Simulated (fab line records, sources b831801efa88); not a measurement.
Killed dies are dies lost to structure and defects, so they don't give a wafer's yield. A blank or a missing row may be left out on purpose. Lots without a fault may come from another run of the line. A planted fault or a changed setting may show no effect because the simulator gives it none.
Problem report in the 8D (eight disciplines) form, filled by code | flow gf180mcu | the parts of the form that need people (team, actions taken, sign-off) are left out

1. THE PROBLEM
cd_nm at GF_M3_CD_MEAS_14 reads a mean of 293.1 nm on 6 wafers of 2 lots; wafers without a fault read 280.2 nm with a standard deviation of 1.4. That is +9.2 standard deviations from the usual mean.
The step: target cd 280 nm.
First seen on wafer L967.1, day 23 09:12, on cd_sem-01. The record holds 36 wafers of 12 lots with a number at this step. Rule for "out", or "out of limits": more than 4 standard deviations from the usual mean. The other wafers with a number count as sound.

2. WHAT IT IS AND WHAT IT IS NOT
question                    | is                     | is not
which readings at this step | cd_nm                  | -
which lots                  | L967, L970             | L963, L965, L966, L973, L975, L976, L977, L981, L982, L984
which wafers of those lots  | all that have a number | -
read on which gauges        | cd_sem-01              | cd_sem-02
when                        | from day 23 09:12      | up to then (9 sound wafers); but 21 sound wafers of L973, L975, L976, L977, L981, L982, L984 came after

3. SUSPECTS, AND WHAT RULES EACH OUT
Counting: a tool at a process step up to the reading stays a suspect if it ran every lot that is out and no sound lot after the first of them.
- the gauge at GF_M3_CD_MEAS_14: ruled out. All the wafers that are out were read on cd_sem-01, but those of them that GF_M3_SOFTBAKE_10 has rows for are out there too, on other tools.
- litho_track-04 at GF_M3_SOFTBAKE_10 (time 60 s): ruled out as a lasting fault. Sound lots L984 ran on it after its first lot that is out, L967 (day 22 22:06).
Left after counting: nothing in the record.

4. THE CAUSE (what the simulator had put in)
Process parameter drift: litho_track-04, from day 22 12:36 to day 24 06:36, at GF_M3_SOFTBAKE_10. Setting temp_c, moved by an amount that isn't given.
Counting ruled it out, wrongly: the rule takes a fault to strike every lot that its tool runs from its start on, and this one did not.

5. THE CHAIN OF EFFECTS, in route order
Each row: a reading whose mean over the struck wafers that have a number lies more than 3 standard deviations from the usual. Only readings for which the record gives a usual standard deviation are gone through. hours: the time from each lot's start at the first step in this table that gives one to its start at this step, as a median over the lots. sigmas: the change in usual standard deviations.
hours | step              | reading              | usual    | on struck wafers | change | sigmas
0     | GF_M3_SOFTBAKE_10 | heater_power_total_W | 93.06 W  | 87.61            | -5.45  | -96
0     | GF_M3_SOFTBAKE_10 | plate_temp_C         | 129.98 C | 124.17           | -5.81  | -48
11    | GF_M3_CD_MEAS_14  | cd_nm                | 280.2 nm | 293.1            | +12.9  | +9.2
The process steps in it:
- GF_M3_SOFTBAKE_10: time 60 s.

6. WHAT WOULD HAVE CAUGHT IT SOONER
In this record the first reading out of limits at a measuring or inspecting step was taken at day 23 09:12, 21 hours after the fault began at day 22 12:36.
The tool's own readings at GF_M3_SOFTBAKE_10 were out on every struck wafer that the step has a row for (heater_power_total_W, plate_temp_C): an alarm limit on them would have fired on the first of those.
